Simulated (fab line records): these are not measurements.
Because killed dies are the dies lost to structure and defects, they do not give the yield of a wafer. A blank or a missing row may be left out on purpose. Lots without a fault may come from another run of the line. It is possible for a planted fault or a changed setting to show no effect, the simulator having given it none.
The same fault as seen by 2 desks | flow sky130 | every desk sees just its own numbers, and what lay behind them comes last

AT THE TOOL OWNER'S DESK: cvd-w-02
The tool's own readings at SKY_CONTACT_CVD_24 (deposits W, target thk 340 nm, time 102.12 s): means of the sampled wafers that have a number, for each lot that ran on this tool. A lot is out of limits, marked OUT, if its mean lies more than 4 standard deviations from the usual mean; the brackets give that distance.
Columns: A = heater-power-w at SKY_CONTACT_CVD_24, usual 848 W; B = susceptor-temp-C at SKY_CONTACT_CVD_24, usual 399.94 C
lot  | first seen here | A   | B
L956 | day 33 10:47    | 784 | 400.23
L957 | day 34 04:30    | 875 | 399.91
L962 | day 35 13:19    | 824 | 399.94
L963 | day 35 17:14    | 760 | 400.06
L965 | day 36 19:43    | 889 | 399.96
L967 | day 36 22:04    | 799 | 399.99
This desk's finding: nothing out of limits on any of the 6 lots.

METROLOGY DESK
Means of the sampled wafers that have a number, per lot and without regard to the tool the lot ran on: this is what the gauges read. A lot is out of limits, marked OUT, if its mean lies more than 4 standard deviations from the usual mean; the brackets give that distance.
Columns: A = LI_CONTACT_W_RS at SKY_LI_CONTACT_RS_MEAS_22, usual 0.282 ohm/sq; B = CONTACT_W_RS at SKY_CONTACT_RS_MEAS_25, usual 0.341 ohm/sq; C = CONTACT_W_THK at SKY_CONTACT_THK_MEAS_26, usual 345 nm; D = cd-nm at SKY_METAL1_CD_MEAS_15, usual 140.4 nm
lot  | first seen here | A     | B               | C              | D
L956 | day 30 23:58    | 0.283 | 0.343           | 350            | 142.1
L957 | day 31 18:40    | 0.279 | 0.335           | 356            | 141.2
L960 | day 32 04:40    | 0.282 | 0.341           | 349            | 140.1
L962 | day 33 02:25    | 0.287 | 0.343           | 349            | 139.3
L963 | day 33 07:49    | 0.284 | 0.351           | 331            | 141.3
L964 | day 33 17:00    | 0.283 | 0.332           | 350            | 140.7
L965 | day 34 10:26    | 0.281 | 0.480 (+34) OUT | 243 (-18) OUT  | 141.6
L967 | day 34 13:10    | 0.284 | 0.390 (+12) OUT | 312 (-6.0) OUT | 140.0
L970 | day 35 06:57    | 0.283 | 0.341           | 351            | 139.2
L973 | day 36 09:43    | 0.281 | 0.343           | 338            | 140.8
L974 | day 36 16:36    | 0.284 | 0.341           | 340            | 141.0
This desk's finding: out of limits on L965, L967; first on L965, day 36 19:50 (CONTACT_W_RS at SKY_CONTACT_RS_MEAS_25). Within limits: L956, L957, L960, L962, L963, L964, L970, L973, L974.

ALL TOGETHER
L965, L967 would have let the metrology desk raise an alarm at day 36 19:50.
The desk of the tool owner found nothing out of limits.
Tool owner's desk: L965, L967 on record, inside its limits.
The lots listed all ran SKY_CONTACT_CVD_24 on cvd-w-02.

WHAT THE SIMULATOR HAD PUT IN
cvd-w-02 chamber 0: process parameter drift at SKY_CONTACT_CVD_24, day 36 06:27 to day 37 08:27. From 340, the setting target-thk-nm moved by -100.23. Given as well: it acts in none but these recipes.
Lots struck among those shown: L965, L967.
Time in hours between the start of the fault and the first out-of-limits reading at each desk: metrology desk, 13.
